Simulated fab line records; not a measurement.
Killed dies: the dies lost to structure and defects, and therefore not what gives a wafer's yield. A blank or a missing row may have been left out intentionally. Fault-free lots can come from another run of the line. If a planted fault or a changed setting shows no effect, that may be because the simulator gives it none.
One fault seen from 2 desks	flow gf180mcu	every desk sees just its own numbers, and what lay behind them comes last

## TOOL OWNER'S DESK, krfScanner-01
The tool's own readings at GF_M2_EXPOSE_11 (exposes mask Metal2, target cd 280 nm): means of the sampled wafers that have a number, for each lot that ran on this tool. Marked OUT: a lot whose mean sits more than 4 standard deviations from the usual mean, which makes it out of limits; the brackets give that distance.
Columns: A = exposureDoseMJCm2 at GF_M2_EXPOSE_11, usual 27.985
lot	first seen here	A
L513	day 20 02:10	27.987
L515	day 20 17:16	27.991
L516	day 21 06:55	28.016
L524	day 23 20:26	28.020
L525	day 24 04:24	27.984
Result from this desk: across the 5 lots, nothing is out of limits.

## FROM THE METROLOGY DESK
What the gauges read, lot by lot, whatever tool the lot ran on: means of the sampled wafers that have a number. Marked OUT: a lot whose mean sits more than 4 standard deviations from the usual mean, which makes it out of limits; the brackets give that distance.
Columns: A = cdNm at GF_M2_CD_MEAS_14, usual 279.7 nm
lot	first seen here	A
L510	day 19 05:27	280.5
L512	day 20 02:46	278.7
L513	day 20 14:09	279.1
L515	day 21 04:58	279.2
L516	day 21 19:04	278.1
L517	day 22 00:22	279.7
L518	day 22 05:52	279.4
L520	day 23 04:00	280.0
L524	day 24 07:07	259.0 (-19) OUT
L525	day 24 15:25	259.6 (-18) OUT
L533	day 27 08:43	280.1
This desk's finding: out of limits on L524, L525; first on L524, day 24 07:07 (cdNm at GF_M2_CD_MEAS_14). L510, L512, L513, L515, L516, L517, L518, L520, L533: within limits.

## ALL TOGETHER
On L524, L525, the metrology desk was in a position to raise an alarm at day 24 07:07.
The desk of the tool owner found nothing out of limits.
The tool owner's desk has L524, L525 on record, within its limits.
Of the lots named, all ran GF_M2_EXPOSE_11 on krfScanner-01.

## WHAT THE SIMULATOR HAD PUT IN
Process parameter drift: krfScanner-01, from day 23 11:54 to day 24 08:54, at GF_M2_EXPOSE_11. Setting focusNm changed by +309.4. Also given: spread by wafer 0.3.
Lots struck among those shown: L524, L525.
Delay in hours, fault start to first out-of-limits reading, per desk: metrology desk 19.
